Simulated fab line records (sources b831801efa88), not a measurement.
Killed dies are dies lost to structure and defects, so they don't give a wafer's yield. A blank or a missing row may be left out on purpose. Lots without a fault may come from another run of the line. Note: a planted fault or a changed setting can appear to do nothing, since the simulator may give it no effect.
fab line records	flow gf180mcu
record lots=12	wafers=36	last_day=34
route steps=602 shown PSD@258 SAB@275 SALICIDE@280
lots untouched by any fault: they come from a run of this same line in which no faults occurred
start_h: start of the lot's first displayed wafer, in hours after the record's first day	wait_h: hours from the lot's prior step to this one	" the same as in the row above	L1.1+2: a row that stands for several wafers	- no value, or no start given	* or withheld: withheld	< > ~ a bound
route shown NAME@n: a module of which the file shows steps, and the number in the route of the first	usual: the fault-free wafers' mean and standard deviation	same: alike in all rows	chamber/n: place in a boat	sites: readings site by site	_std_site: standard deviation of those values	_edge_site: inner sites' mean taken away from outer sites' mean	radius_mm: for every site, how far away it sits from the centre of the wafer	mask NAME#n: copy n	behind: the most recent tool/chamber to have shaped the wafer	hold: the reason the lot was held/the length of the hold in hours/how it ended	device: which transistor (n, p or np) failed to switch	end of line: the route-end tests of the same wafers	for a step that has no rows: nothing shown but its recipe	killed: not the wafer's yield, but the dies lost to structure and defects at the first sort	map: per-die view of a wafer (x killed, . not killed, _ where there is no die)
set.NAME: the setting the step ran with; set.NAME@STEP: the setting that earlier step ran with	model.NAME: the simulator's own value behind a step, which no gauge read
one table for each step of the route and one row for each wafer, over a sample of lots
services: when a tool's chamber went out of use (start_h, in hours from the record's first day, below 0 if earlier), for how many hours, and the reason
## steps
# step GF_PSD_STRIP_10
# recipe chemistry=O2/N2	power_w=1400	pressure_mtorr=1500	platen_temp_c=250	o2_flow_sccm=3000	n2_flow_sccm=300	overash_fraction=0.5
# usual drypump_motor_current_A=5.6/0.56	heater_power_w=309/19	oes_product_au=0.592/0.005	strip_time_to_endpoint_s=16.55/0.036
lot.wafer	tool	chamber	start_h	wait_h	drypump_motor_current_A	heater_power_w	oes_product_au	rf_hours_counter_h	strip_time_to_endpoint_s
L956.2	plasma_asher-04	0	322.05	0.1	6.5	338	0.587	65	16.59
L956.3	"	0	"	"	6.5	329	0.588	-	16.57
L956.4	"	1	"	"	5.4	269	0.587	-	16.57
L959.2	plasma_asher-02	0	345.95	0.1	4.9	323	0.587	54	16.53
L959.3	"	0	"	"	4.9	322	0.585	-	16.54
L959.6	"	1	"	"	5.9	302	0.596	-	16.59
L963.1	plasma_asher-01	1	388.04	0.1	5.1	301	0.601	28	16.56
L963.3	"	1	"	"	5.1	297	0.593	-	16.56
L963.6	"	1	"	"	5.1	301	0.590	-	16.53
L965.1	plasma_asher-01	1	398.37	0.1	5.1	298	0.594	29	16.54
L965.3	"	1	"	"	5.1	307	0.589	-	16.59
L965.5	"	1	"	"	5.1	295	0.591	-	16.56
L970.1	plasma_asher-02	1	437.65	0.1	5.8	309	0.597	64	16.49
L970.2	"	0	"	"	4.8	322	0.598	64	16.49
L970.5	"	1	"	"	5.8	308	0.594	-	16.48
L972.2	plasma_asher-04	0	454.19	0.1	6.5	337	0.593	3	16.56
L972.3	"	1	"	"	5.4	281	0.582	-	16.54
L972.4	"	0	"	"	6.5	342	0.585	-	16.54
L973.2	plasma_asher-04	0	464.14	0.1	6.5	343	0.591	4	16.48
L973.3	"	1	"	"	5.4	290	0.587	-	16.49
L973.6	"	0	"	"	6.5	344	0.590	-	16.48
L974.1	plasma_asher-02	1	472.47	0.1	5.8	307	0.596	67	16.61
L974.3	"	1	"	"	5.9	301	0.590	-	16.63
L974.4	"	0	"	"	4.8	328	0.596	-	16.59
L975.1	plasma_asher-02	0	478.33	0.1	4.8	319	0.596	68	16.50
L975.3	"	0	"	"	4.8	323	0.589	-	16.54
L975.6	"	0	"	"	4.9	321	0.593	-	16.57
L976.1	plasma_asher-04	0	483.88	0.1	6.5	335	0.586	7	16.53
L976.3	"	0	"	"	6.5	346	0.587	-	16.51
L976.6	"	1	"	"	5.4	283	0.592	-	16.53
L977.3	plasma_asher-01	0	494.78	0.1	5.8	303	0.589	-	16.53
L977.4	"	1	"	"	5.0	305	0.592	-	16.49
L977.6	"	1	"	"	5.1	303	0.596	-	16.51
L979.3	plasma_asher-01	1	505.58	0.1	5.1	294	0.581	-	16.57
L979.5	"	0	"	"	5.8	310	0.592	-	16.53
L979.6	"	1	"	"	5.1	299	0.594	-	16.59
# step GF_SAB_ETCH_11
# recipe chemistry=C4F8/O2/Ar	mask_material=NOVOLAK	target=SiO2	target_depth_nm=55	source_w=1500	bias_w=1200	pressure_mtorr=40	c4f8_flow_sccm=withheld	O2_flow_sccm=6	Ar_flow_sccm=300	time_s=8.5
# usual oes_product_au=1.005/0.014
lot.wafer	tool	chamber	start_h	wait_h	oes_product_au	rf_hours_counter_h
L956.2	rie_diel-02	0	343.97	0.0	1.007	74
L956.3	"	1	"	"	1.010	14
L956.4	"	2	"	"	1.009	9
L959.2	rie_diel-01	2	368.52	0.0	1.007	13
L959.3	"	0	"	"	1.010	39
L959.6	"	2	"	"	1.010	-
L963.1	rie_diel-02	2	412.02	0.0	1.023	11
L963.3	"	3	"	"	0.992	6
L963.6	"	0	"	"	1.018	-
L965.1	rie_diel-02	0	422.27	0.0	1.015	76
L965.3	"	2	"	"	1.027	11
L965.5	"	3	"	"	1.001	-
L970.1	rie_diel-02	0	462.39	0.0	1.014	77
L970.2	"	1	"	"	1.009	17
L970.5	"	0	"	"	1.023	-
L972.2	rie_diel-04	3	479.02	0.0	1.008	27
L972.3	"	2	"	"	0.990	57
L972.4	"	0	"	"	1.001	4
L973.2	rie_diel-02	2	489.39	0.0	1.042	12
L973.3	"	3	"	"	1.016	7
L973.6	"	2	"	"	1.034	-
L974.1	rie_diel-01	2	497.34	0.0	0.998	17
L974.3	"	3	"	"	1.003	1
L974.4	"	0	"	"	0.986	42
L975.1	rie_diel-02	0	502.79	0.0	1.000	78
L975.3	"	2	"	"	1.023	12
L975.6	"	0	"	"	1.016	-
L976.1	rie_diel-02	2	507.77	0.0	1.029	13
L976.3	"	0	"	"	1.021	78
L976.6	"	1	"	"	1.004	-
L977.3	rie_diel-01	1	518.64	0.0	0.991	82
L977.4	"	3	"	"	1.000	2
L977.6	"	1	"	"	0.988	-
L979.3	rie_diel-02	2	529.79	0.0	1.022	13
L979.5	"	2	"	"	1.020	-
L979.6	"	1	"	"	1.009	-
# step GF_SALICIDE_SPUTTER_02
# recipe material=Co	target_thk_nm=10	power_w=1000	time_s=20	chamber_pressure_pa=0.4
# usual throttle_valve_pct=30.2/1.2
lot.wafer	tool	chamber	start_h	wait_h	throttle_valve_pct
L956.2	pvd_sputter-01	-	344.36	0.0	29.6
L956.3	"	-	"	"	32.0
L956.4	"	-	"	"	29.2
L959.2	pvd_sputter-03	-	368.87	0.0	31.0
L959.3	"	-	"	"	28.2
L959.6	"	-	"	"	29.1
L963.1	pvd_sputter-01	-	412.36	0.0	28.4
L963.3	"	-	"	"	32.1
L963.6	"	-	"	"	29.5
L965.1	pvd_sputter-03	-	422.61	0.0	29.2
L965.3	"	-	"	"	28.1
L965.5	"	-	"	"	29.0
L970.1	pvd_sputter-02	-	462.74	0.0	31.0
L970.2	"	-	"	"	30.6
L970.5	"	-	"	"	30.0
L972.2	pvd_sputter-02	-	479.37	0.0	30.1
L972.3	"	-	"	"	30.9
L972.4	"	-	"	"	31.7
L973.2	pvd_sputter-02	-	489.74	0.0	30.7
L973.3	"	-	"	"	31.8
L973.6	"	-	"	"	30.3
L974.1	pvd_sputter-02	-	497.69	0.0	31.1
L974.3	"	-	"	"	30.7
L974.4	"	-	"	"	31.9
L975.1	pvd_sputter-01	-	503.15	0.0	29.4
L975.3	"	-	"	"	28.0
L975.6	"	-	"	"	31.7
L976.1	pvd_sputter-02	-	508.16	0.0	30.6
L976.3	"	-	"	"	30.6
L976.6	"	-	"	"	30.5
L977.3	pvd_sputter-01	-	518.99	0.0	29.1
L977.4	"	-	"	"	27.9
L977.6	"	-	"	"	31.8
L979.3	pvd_sputter-02	-	530.14	0.0	30.6
L979.5	"	-	"	"	31.7
L979.6	"	-	"	"	30.8
# step GF_SALICIDE_RS_MEAS_04
# recipe thk_meas_gauge=four-point-probe	reads=TiN_of_SALICIDE_SPUTTER_03+Co_of_SALICIDE_SPUTTER_02
# usual SALICIDE_TIN_RS=16.4/0.34
lot.wafer	tool	chamber	start_h	wait_h	SALICIDE_TIN_RS[ohm/sq]
L956.2	film_metro-04	-	344.43	0.0	16.6
L956.3	"	-	"	"	16.1
L956.4	"	-	"	"	16.2
L959.2	film_metro-01	-	368.95	0.0	16.9
L959.3	"	-	"	"	16.9
L959.6	"	-	"	"	16.7
L963.1	film_metro-03	-	412.41	0.0	16.0
L963.3	"	-	"	"	16.5
L963.6	"	-	"	"	20.7
L965.1	film_metro-01	-	422.67	0.0	16.1
L965.3	"	-	"	"	16.2
L965.5	"	-	"	"	16.3
L970.1	film_metro-01	-	462.80	0.0	16.8
L970.2	"	-	"	"	16.1
L970.5	"	-	"	"	16.5
L972.2	film_metro-04	-	479.45	0.0	16.8
L972.3	"	-	"	"	16.8
L972.4	"	-	"	"	16.3
L973.2	film_metro-04	-	489.81	0.0	16.2
L973.3	"	-	"	"	16.2
L973.6	"	-	"	"	16.4
L974.1	film_metro-04	-	497.75	0.0	16.3
L974.3	"	-	"	"	16.2
L974.4	"	-	"	"	16.3
L975.1	film_metro-04	-	503.20	0.0	17.0
L975.3	"	-	"	"	16.3
L975.6	"	-	"	"	16.7
L976.1	film_metro-04	-	508.22	0.0	16.3
L976.3	"	-	"	"	16.4
L976.6	"	-	"	"	16.2
L977.3	film_metro-04	-	519.09	0.1	16.2
L977.4	"	-	"	"	16.2
L977.6	"	-	"	"	16.1
L979.3	film_metro-01	-	530.24	0.1	16.3
L979.5	"	-	"	"	16.3
L979.6	"	-	"	"	16.6
# step GF_SALICIDE_RTA_06
# recipe temp_c=530	time_s=30	ambient=N2
# usual lamp_power_pct=6.3/0.87	wafer_temp_C_max=532.8/1.1
lot.wafer	tool	chamber	start_h	wait_h	lamp_power_pct	wafer_temp_C_max
L956.2	rtp_anneal-01	0	344.61	0.1	5.5	532.0
L956.3	"	0	"	"	5.5	532.4
L956.4	"	0	"	"	5.5	532.0
L959.2	rtp_anneal-01	0	369.12	0.1	5.5	531.9
L959.3	"	0	"	"	5.5	531.9
L959.6	"	0	"	"	5.5	532.0
L963.1	rtp_anneal-01	0	412.59	0.1	5.5	531.1
L963.3	"	0	"	"	5.5	532.3
L963.6	"	0	"	"	5.5	532.2
L965.1	rtp_anneal-01	0	422.85	0.1	5.5	532.9
L965.3	"	0	"	"	5.5	531.8
L965.5	"	0	"	"	5.5	531.7
L970.1	rtp_anneal-01	0	462.98	0.1	5.5	532.0
L970.2	"	0	"	"	5.5	531.5
L970.5	"	0	"	"	5.5	532.7
L972.2	rtp_anneal-02	0	479.62	0.1	7.2	533.0
L972.3	"	0	"	"	7.2	533.1
L972.4	"	0	"	"	7.2	534.0
L973.2	rtp_anneal-01	0	489.99	0.1	5.5	532.2
L973.3	"	0	"	"	5.5	532.6
L973.6	"	0	"	"	5.5	532.2
L974.1	rtp_anneal-01	0	497.93	0.1	5.5	531.5
L974.3	"	0	"	"	5.5	532.4
L974.4	"	0	"	"	5.5	531.9
L975.1	rtp_anneal-02	0	503.38	0.1	7.2	533.1
L975.3	"	0	"	"	7.2	533.2
L975.6	"	0	"	"	7.2	533.2
L976.1	rtp_anneal-01	0	508.40	0.1	5.5	531.6
L976.3	"	0	"	"	5.5	531.3
L976.6	"	0	"	"	5.5	531.5
L977.3	rtp_anneal-02	0	519.26	0.1	7.2	532.9
L977.4	"	0	"	"	7.2	533.8
L977.6	"	0	"	"	7.2	534.7
L979.3	rtp_anneal-02	0	530.41	0.1	7.2	534.8
L979.5	"	0	"	"	7.2	533.1
L979.6	"	0	"	"	7.2	534.3
## services
tool	chamber	start_h	hours	kind
rie_diel-01	-	298.98	2.8	pm
plasma_asher-01	-	303.19	6.4	repair
rie_diel-01	0	306.25	5.1	repair
rie_diel-01	-	311.39	3.1	repair
rie_diel-02	2	315.73	10.0	repair
pvd_sputter-02	-	321.89	17.5	repair
plasma_asher-04	-	329.59	2.6	repair
plasma_asher-02	-	362.67	1.3	repair
rie_diel-01	2	378.06	2.3	repair
plasma_asher-04	-	380.84	12.4	repair
pvd_sputter-02	-	387.77	2.3	repair
pvd_sputter-02	-	396.06	0.7	repair
pvd_sputter-02	-	400.19	3.3	repair
plasma_asher-02	-	416.05	3.4	repair
plasma_asher-04	-	421.25	9.0	pm
pvd_sputter-01	-	439.97	5.4	repair
pvd_sputter-02	-	440.63	1.4	repair
rie_diel-02	3	445.74	4.7	repair
plasma_asher-01	-	451.30	1.8	repair
pvd_sputter-02	-	460.00	1.4	repair
plasma_asher-01	-	464.65	28.1	pm
rie_diel-02	0	477.85	4.0	repair
rie_diel-02	3	523.22	8.1	repair
rie_diel-02	1	530.29	4.9	repair
## key
first_sign step=GF_SALICIDE_RS_MEAS_04	reading=SALICIDE_TIN_RS	direction=up	sigmas=12	usual=16.4	struck=20.7
effect none on later readings
met_at GF_SALICIDE_SPUTTER_02
struck_lots L963
struck_wafers L963.6
tester_left_out L963
not_acting_at GF_PSD_STRIP_10,GF_SAB_ETCH_11,GF_SALICIDE_RTA_06
onset_between 344.36 412.36
fault kind=process_parameter_drift	tool=pvd_sputter-01	chamber=-	onset_h=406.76	steps=GF_SALICIDE_SPUTTER_02	channel=target_thk_nm	offset=-1.9321	shape=step	end_h=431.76	acts_in=these_recipes_only	stated=10	scope=struck_wafers_only
# tester_left_out: of these lots the tester's yield and bins aren't shown, on N5 and GAA mostly nor the transistor test; their killed dies are dies lost to structure and defects alone, not to doping, threshold or leakage, so they don't give the yield
